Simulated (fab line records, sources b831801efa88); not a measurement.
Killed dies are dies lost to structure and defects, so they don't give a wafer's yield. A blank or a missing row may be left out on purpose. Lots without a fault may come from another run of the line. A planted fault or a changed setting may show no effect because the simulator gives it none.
A struck lot beside a sound one | flow sfq_line | 42 steps out of a route of 325
Sound: wafers L904.1, L904.2, L904.4. Struck: wafers L919.1, L919.6. (L919.3 of the same lot was not struck and is left out.) The cause comes at the end.
At each step with rows: each side's tool, then ch and its chambers, then its first start. Under that, the readings that differ: sound wafers | struck wafers | difference of the means | sigmas: that difference in standard deviations of wafers without a fault.
alike: readings whose means differ by less than 2 such deviations, and words and numbers that are the same on both sides. not compared: withheld readings, readings that some wafer has no value for, bounds like >300 that may hide the same value, and numbers for which the record gives no deviation and whose values overlap.
The two part at a step that has a row with sigmas, a row that says differs or no value, or rows on one side only. Numbers that don't overlap but have no deviation are shown without sigmas and don't part them. A reading that every wafer of one side lacks parts them only if that side has two wafers or more.

first, 6 steps without rows for these wafers: SFQ_TRILAYER_I3_VIA_LITHO_COAT_090 (resist thk 62 nm); SFQ_TRILAYER_I3_VIA_LITHO_COAT_085 (resist thk 650 nm); SFQ_TRILAYER_I3_VIA_LITHO_SOFTBAKE_089; SFQ_TRILAYER_I3_VIA_LITHO_EXPOSE_086 (exposes mask I3, target cd 500 nm); SFQ_TRILAYER_I3_VIA_LITHO_PEB_088 (peb time 60 s); SFQ_TRILAYER_I3_VIA_LITHO_DEVELOP_087 (time 60 s).
SFQ_I3_OVL_MEAS_923:
  sound on overlay-02, day 44 04:02; struck on overlay-02, day 54 11:47
  alike: I3_OVL
SFQ_TRILAYER_I3_VIA_BARC_OPEN_VIA_ETCH_121: etches BARC in O2, target depth 125 nm, time 41.7 s.
  sound on rie_diel-04 ch 1,2, day 44 04:04; struck on rie_diel-03 ch 1,2, day 54 11:50
  reading    | sound             | struck      | difference | sigmas
  bias_w (W) | 80.45 80.14 80.52 | 79.71 79.55 | -0.74      | -3
  alike: drypump_motor_current_A, oes_product_au
  not compared: rf_hours_counter_h
then, 1 step without rows for these wafers: SFQ_TRILAYER_I3_VIA_ETCH_VIA_ETCH_088 (etches SiO2 in CHF3, stops on Nb, target depth 260 nm).
SFQ_TRILAYER_I3_VIA_STRIP_STRIP_089: strips in O2.
  sound on rie_metal-03 ch 0,1, day 44 04:13; struck on rie_metal-03 ch 1, day 54 11:59
  alike: drypump_motor_current_A, oes_product_au
  not compared: rf_hours_counter_h
then, 2 steps without rows for these wafers: SFQ_TRILAYER_I3_VIA_STRIP_SOLV_CLEAN_090 (cleans in NMP, time 600 s); SFQ_TRILAYER_M4_DEP_PRE_CLEAN_092 (time 22.5 s).
SFQ_TRILAYER_M4_DEP_SPUTTER_091: material Nb, target thk 200 nm, time 133.3 s.
  sound on pvd_sputter-03, day 44 05:01; struck on pvd_sputter-04, day 54 12:47
  reading                                             | sound           | struck      | difference | sigmas
  model.Nb_of_TRILAYER_M4_DEP_SPUTTER_091.thk_nm (nm) | 199.7 200.1 197 | 289.9 290.7 | +91.4      |
  alike: throttle_valve_pct
SFQ_M4_RS_MEAS_924: measures by four-point-probe.
  sound on film_metro-01, day 44 05:07; struck on film_metro-01, day 54 12:52
  reading           | sound             | struck      | difference | sigmas
  M4_NB_RS (ohm/sq) | 0.891 0.890 0.902 | 0.613 0.610 | -0.283     | -29
then, 6 steps without rows for these wafers: SFQ_TRILAYER_M4_LITHO_COAT_098 (resist thk 62 nm); SFQ_TRILAYER_M4_LITHO_COAT_093 (resist thk 600 nm); SFQ_TRILAYER_M4_LITHO_SOFTBAKE_097; SFQ_TRILAYER_M4_LITHO_EXPOSE_094 (exposes mask M4, target cd 500 nm); SFQ_TRILAYER_M4_LITHO_PEB_096 (peb time 60 s); SFQ_TRILAYER_M4_LITHO_DEVELOP_095 (time 60 s).
SFQ_M4_OVL_MEAS_926:
  sound on overlay-01, day 44 23:27; struck on overlay-01, day 54 17:34
  alike: M4_OVL
then, 1 step without rows for these wafers: SFQ_TRILAYER_M4_BARC_OPEN_METAL_ETCH_123 (etches BARC in O2, target depth 125 nm, time 41.7 s).
SFQ_TRILAYER_M4_ETCH_METAL_ETCH_096: etches Nb in Cl2/Ar, stops on SiO2, target depth 240 nm, time 120 s.
  sound on rie_metal-04 ch 0,1, day 44 23:33; struck on rie_metal-01 ch 1, day 54 17:44
  reading               | sound             | struck      | difference | sigmas
  bias_w (W)            | 79.77 79.64 79.52 | 80.28 80.04 | +0.52      | +2
  oes_product_au (a.u.) | 0.893 0.894 0.885 | 0.998 0.989 | +0.103     | +15
  alike: drypump_motor_current_A
  not compared: rf_hours_counter_h
then, 2 steps without rows for these wafers: SFQ_TRILAYER_M4_STRIP_STRIP_097 (strips in O2); SFQ_TRILAYER_M4_STRIP_SOLV_CLEAN_098 (cleans in NMP, time 600 s).
SFQ_TRILAYER_I4_DEP_PECVD_099: deposits SiO2 from SiH4/N2O, time 111.11 s, target thk 500 nm.
  sound on pecvd-04 ch 0,1, day 45 00:27; struck on pecvd-01 ch 0,2, day 54 19:21
  alike: heater_power_w, showerhead_vpp_V, throttle_valve_pct
SFQ_TRILAYER_I4_CMP_CMP_100: polishes SiO2.
  sound on cmp-01 ch 0,1,3, day 45 00:32; struck on cmp-02 ch 0,1, day 54 20:56
  alike: motor_current_A, retaining_ring_pressure_frac, time_to_endpoint_s
SFQ_I4_BOW_MEAS_927:
  sound on film_metro-04, day 45 03:32; struck on film_metro-01, day 54 22:26
  alike: I4_BOW
SFQ_TRILAYER_I4_METRO_MEASURE_101:
  sound on film_metro-04, day 45 03:39; struck on film_metro-01, day 54 22:33
  reading     | sound             | struck      | difference | sigmas
  thk_nm (nm) | 201.2 200.3 200.4 | 203.0 203.3 | +2.5       | +2
then, 6 steps without rows for these wafers: SFQ_TRILAYER_I4_VIA_LITHO_COAT_108 (resist thk 62 nm); SFQ_TRILAYER_I4_VIA_LITHO_COAT_103 (resist thk 650 nm); SFQ_TRILAYER_I4_VIA_LITHO_SOFTBAKE_107; SFQ_TRILAYER_I4_VIA_LITHO_EXPOSE_104 (exposes mask I4, target cd 700 nm); SFQ_TRILAYER_I4_VIA_LITHO_PEB_106 (peb time 60 s); SFQ_TRILAYER_I4_VIA_LITHO_DEVELOP_105 (time 60 s).
SFQ_I4_OVL_MEAS_928:
  sound on overlay-02, day 50 15:37; struck on overlay-02, day 55 02:42
  reading     | sound    | struck | difference | sigmas
  I4_OVL (nm) | -6 -9 -6 | 3 4    | +10        | +2
then, 5 steps without rows for these wafers: SFQ_TRILAYER_I4_VIA_BARC_OPEN_VIA_ETCH_146 (etches BARC in O2, target depth 125 nm, time 41.7 s); SFQ_TRILAYER_I4_VIA_ETCH_VIA_ETCH_106 (etches SiO2 in CHF3, stops on Nb, target depth 260 nm); SFQ_TRILAYER_I4_VIA_STRIP_STRIP_107 (strips in O2); SFQ_TRILAYER_I4_VIA_STRIP_SOLV_CLEAN_108 (cleans in NMP, time 600 s); SFQ_TRILAYER_JJ_TRILAYER_DEP_PRE_CLEAN_113 (time 22.5 s).
-- the record jumps here: 30 days lie between the struck wafers' starts before and after --
SFQ_M8_BOW_MEAS_951:
  sound on film_metro-03, day 79 21:45; struck on film_metro-03, day 84 20:24
  reading                       | sound                | struck       | difference | sigmas
  model.etest.m4.comb_log10_ohm | 12 12 12             | 0 0          | -12        |
  model.etest.m4.ohm_sq         | 0.8912 0.8895 0.9037 | 0.614 0.6123 | -0.282     |
  alike: M8_BOW

WHERE THEY PART
First at SFQ_TRILAYER_I3_VIA_BARC_OPEN_VIA_ETCH_121; last, within this record, at SFQ_I4_OVL_MEAS_928. Later steps at which nothing parts them and some readings are alike: SFQ_M8_BOW_MEAS_951.

WHY: what the simulator had put in
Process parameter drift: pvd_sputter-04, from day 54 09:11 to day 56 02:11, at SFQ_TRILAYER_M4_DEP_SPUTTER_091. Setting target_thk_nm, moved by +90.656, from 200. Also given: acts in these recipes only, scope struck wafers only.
